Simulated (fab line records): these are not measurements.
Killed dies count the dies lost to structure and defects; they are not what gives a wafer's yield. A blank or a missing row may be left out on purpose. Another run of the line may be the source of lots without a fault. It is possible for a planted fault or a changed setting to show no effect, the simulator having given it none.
Struck lot and sound lot, side by side	flow sky130	23 steps out of a route of 708
Sound: wafers L546.2, L546.4, L546.5. Struck: wafer L550.4 (L550.1, L550.2, from the same lot, were not struck and are left out); the cause is given at the end.
Each step with rows lists, per side, the tool, then ch with its chambers, then its first start. Under that, the readings that differ: sound wafers	struck wafers	difference of the means	sigmas: that difference in standard deviations of wafers without a fault.
alike: readings with means less than 2 such deviations apart, plus words and numbers identical on both sides. not compared: withheld readings, readings lacking a value on some wafer, bounds such as >300 that could conceal the same value, and numbers that have no deviation in the record and whose values overlap.
The two part at a step that has a row with sigmas, a row that says differs or no value, or rows on one side only. Non-overlapping numbers with no deviation appear without sigmas and do not part them. A reading that every wafer of one side lacks parts them only if that side has two wafers or more.

first, 8 steps without rows for these wafers: SKY_LDD_N_IMPLANT_08; SKY_LDD_N_IMPLANT_09; SKY_LDD_N_IMPLANT_10; SKY_LDD_N_IMPLANT_11; SKY_LDD_N_IMPLANT_12; SKY_LDD_N_IMPLANT_13; SKY_LDD_N_IMPLANT_14; SKY_LDD_N_IMPLANT_15.
SKY_LDD_N_STRIP_16: strips in O2/N2.
  sound on plasma asher-02 ch 0,1, day 21 19:15; struck on plasma asher-04 ch 0, day 22 15:05
  alike: drypump motor current A, n2 flow sccm, oes product au, strip time to endpoint s
  not compared: rf hours counter h
SKY_LDD_N_TW_MEAS_17:
  sound: film metro-04 at day 21 19:22; struck: film metro-04 at day 22 15:11
  alike: LDD_N_TW
then, 2 steps without rows for these wafers: SKY_LDD_P_DEHYDRATE_00 (time 60 s); SKY_LDD_P_HMDS_01 (prime time 60 s).
SKY_LDD_P_COAT_02: resist thk 1140 nm.
  sound on litho track-03 ch 0, day 22 10:04; struck on litho track-03 ch 0, day 23 06:50
reading	sound	struck	difference	sigmas
model.NOVOLAK_of_LDD_P_COAT_02.thk nm (nm)	1135 1137 1140	1210	+73	
then, 3 steps without rows for these wafers: SKY_LDD_P_SOFTBAKE_03 (time 60 s); SKY_LDD_P_EXPOSE_04 (exposes mask PSDM, target cd 380 nm); SKY_LDD_P_PEB_05.
SKY_LDD_P_DEVELOP_06: develop time 60 s.
  sound on litho track-04 ch 0, day 23 01:25; struck on litho track-03 ch 0, day 23 21:20
reading	sound	struck	difference	sigmas
model.NOVOLAK_of_LDD_P_COAT_02.thk nm (nm)	1134 1137 1139	1209	+72	
SKY_LDD_P_CD_MEAS_07 targets a cd of 380 nm.
  sound: cd sem-02 at day 23 01:34; struck: cd sem-01 at day 23 21:29
reading	sound	struck	difference	sigmas
cd nm (nm)	381.5 381.6 380.4	374.5	-6.7	-3
SKY_LDD_P_OVL_MEAS_08:
  sound: overlay-01 at day 23 01:40; struck: overlay-01 at day 23 21:37
  alike: LDD_P_OVL
after that, 1 step had no rows for these wafers: SKY_LDD_P_IMPLANT_09.
SKY_LDD_P_STRIP_10: strips in O2/N2.
  sound on plasma asher-03 ch 0,1, day 23 01:51; struck on plasma asher-02 ch 1, day 23 21:48
reading	sound	struck	difference	sigmas
strip time to endpoint s (s)	14.11 14.15 14.16	14.97	+0.83	+19
  alike: drypump motor current A, n2 flow sccm, oes product au
  not compared: rf hours counter h
SKY_LDD_P_TW_MEAS_11:
  sound: film metro-04 at day 23 01:58; struck: film metro-03 at day 23 21:54
  alike: LDD_P_TW
-- a jump in the record: the struck wafers' starts before and after are 26 days apart (it breaks off in module LDD_P and resumes in module PAD_OPEN, where the first step shown is number 708 of the route) --
SKY_PAD_OPEN_PROBE_99:
  sound: prober-01 at day 48 12:13; struck: prober-01 at day 49 14:59
  alike: killed_at_M0_to_M3, killed_at_M4_up, killed at contacts, killed at front end, killed at other, killed dies, killed on rim, killed open, killed short

WHERE THEY PART
Earliest at SKY_LDD_P_CD_MEAS_07; latest, in this record, at SKY_LDD_P_STRIP_10. Later steps at which nothing parts them and some readings are alike: SKY_LDD_P_TW_MEAS_11, SKY_PAD_OPEN_PROBE_99.

WHY: what the simulator had put in
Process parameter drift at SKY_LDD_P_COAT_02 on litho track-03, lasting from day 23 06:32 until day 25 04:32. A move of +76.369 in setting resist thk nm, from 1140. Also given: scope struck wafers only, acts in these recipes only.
